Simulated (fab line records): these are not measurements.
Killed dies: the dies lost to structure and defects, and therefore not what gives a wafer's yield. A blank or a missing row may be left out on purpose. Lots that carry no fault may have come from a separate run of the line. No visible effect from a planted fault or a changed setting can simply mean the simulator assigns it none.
Problem report, 8D (eight disciplines) form, completed by code    flow sky130    the parts of the form that need people (team, actions taken, sign-off) are left out

1. WHAT WENT WRONG
LOCAL_INTERCONNECT_TIN_RS at SKY_LOCAL_INTERCONNECT_RS_MEAS_01 reads a mean of 9.35 ohm/sq on 1 wafer of 1 lot; wafers without a fault read 14.11 ohm/sq with a standard deviation of 0.17. That puts it -28 standard deviations away from the usual mean.
The step: measures by four-point-probe.
Seen first at day 34 17:56 on film_metro-04, wafer L303.3. The record holds 39 wafers of 13 lots with a number at this step. Rule for "out" (also "out of limits"): further than 4 standard deviations from the usual mean. All remaining wafers that have a number are taken as sound.

2. WHAT IT IS AND WHAT IT IS NOT
question                     is                         is not
which readings at this step  LOCAL_INTERCONNECT_TIN_RS  -
which lots                   L303                       L287, L288, L289, L291, L292, L293, L294, L296, L305, L307, L308, L309
which wafers of those lots   L303.3                     L303.2, L303.4
read on which gauges         film_metro-04              film_metro-02, film_metro-03
when                         from day 34 17:56          up to then (26 sound wafers); but 12 sound wafers of L305, L307, L308, L309 came after

3. THE SUSPECTS, EACH WITH WHAT RULES IT OUT
Counting: a tool at a process step up to the reading stays a suspect if it ran every lot that is out. Sound lots after the first of them don't rule it out here, since some wafers of a struck lot are sound.
- the gauge at SKY_LOCAL_INTERCONNECT_RS_MEAS_01 is ruled out. All the wafers that are out were read on film_metro-04, but those of them that SKY_LOCAL_INTERCONNECT_SPUTTER_00 has rows for are out there too, on other tools.
- rie_diel-02 at SKY_LI_CONTACT_ETCH_14 (etches BARC in N2/H2, stops on SiO2, time 45.9 s, target depth 60 nm): kept. The lot that is out, L303, ran on it at day 34 16:41; the last sound lot it ran before that was L296, at day 32 10:28.
- pvd_sputter-04 at SKY_LI_CONTACT_SPUTTER_19 (material Ti, target thk 20 nm, time 106.37 s): kept. The lot that is out, L303, ran on it at day 34 17:06; the last sound lot it ran before that was L296, at day 32 10:54.
- cvd_w-02 at SKY_LI_CONTACT_CVD_21 (deposits W, target thk 400 nm, time 120.56 s): kept. The lot that is out, L303, ran on it at day 34 17:14; the last sound lot it ran before that was L296, at day 32 11:02.
- pvd_sputter-03 at SKY_LOCAL_INTERCONNECT_SPUTTER_00 (material TiN, target thk 100 nm, time 83.3 s): kept. The lot that is out, L303, ran on it at day 34 17:50; the last sound lot it ran before that was L296, at day 32 11:38. On those wafers its own readings are out: cathode_dc_power_W.
- rie_diel-02, SKY_LI_CONTACT_ETCH_14: wafers that are out in chamber 0, sound lot-mates in chambers 1, 2.
- The sound lot-mates ran in chamber 1 of cvd_w-02 at SKY_LI_CONTACT_CVD_21, but the wafers that are out ran in chamber 0.
Left after counting: rie_diel-02 at SKY_LI_CONTACT_ETCH_14, pvd_sputter-04 at SKY_LI_CONTACT_SPUTTER_19, cvd_w-02 at SKY_LI_CONTACT_CVD_21, pvd_sputter-03 at SKY_LOCAL_INTERCONNECT_SPUTTER_00.

4. THE CAUSE (what the simulator had put in)
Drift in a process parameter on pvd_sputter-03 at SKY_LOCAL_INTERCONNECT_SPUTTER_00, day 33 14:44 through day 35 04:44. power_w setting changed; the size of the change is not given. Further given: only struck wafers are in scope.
Of the 4 suspects that counting leaves, this tool is one.

5. SEQUENCE OF EFFECTS, ordered by route
Rows list readings where the struck wafers' mean (over those with a number) sits beyond 3 standard deviations from the usual. Scope: only readings with a usual standard deviation given in the record; hours: median across lots of the time from each lot's start at the first step in this table that gives one to its start at this step; sigmas: change in usual standard deviations.
hours  step                                  reading                     usual         on struck wafers  change   sigmas
0      SKY_LOCAL_INTERCONNECT_SPUTTER_00     cathode_dc_power_W          6499.8 W      9586.4            +3086.6  +99 or more
0      SKY_LOCAL_INTERCONNECT_RS_MEAS_01     LOCAL_INTERCONNECT_TIN_RS   14.11 ohm/sq  9.35              -4.76    -28
0      SKY_LOCAL_INTERCONNECT_THK_MEAS_02    LOCAL_INTERCONNECT_TIN_THK  99.7 nm       146.6             +46.9    +36
37     SKY_LOCAL_INTERCONNECT_METAL_ETCH_14  oes_product_au              0.942 a.u.    0.995             +0.053   +6.6
37     SKY_LOCAL_INTERCONNECT_METAL_ETCH_14  throttle_valve_pct          21.900 %      21.845            -0.055   -5.6
The process steps in it:
- SKY_LOCAL_INTERCONNECT_SPUTTER_00: material TiN, target thk 100 nm, time 83.3 s.
- SKY_LOCAL_INTERCONNECT_METAL_ETCH_14: etches TiN in Cl2/BCl3, stops on PSG, target depth 110 nm, time 31.4 s.

6. WHAT WOULD HAVE CAUGHT IT SOONER
The first out-of-limits reading at a measuring or inspecting step in this record came at day 34 17:56, 27 hours after the fault's start at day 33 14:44.
Tool's own readings at SKY_LOCAL_INTERCONNECT_SPUTTER_00, cathode_dc_power_W: out on all struck wafers the step has rows for; an alarm limit on them would have tripped on the first.
By day 34 17:56 the whole set of lots that are out, 1 in number, had already begun SKY_LOCAL_INTERCONNECT_SPUTTER_00 on pvd_sputter-03. Had the tool been put on hold then, not one of them would have been saved.
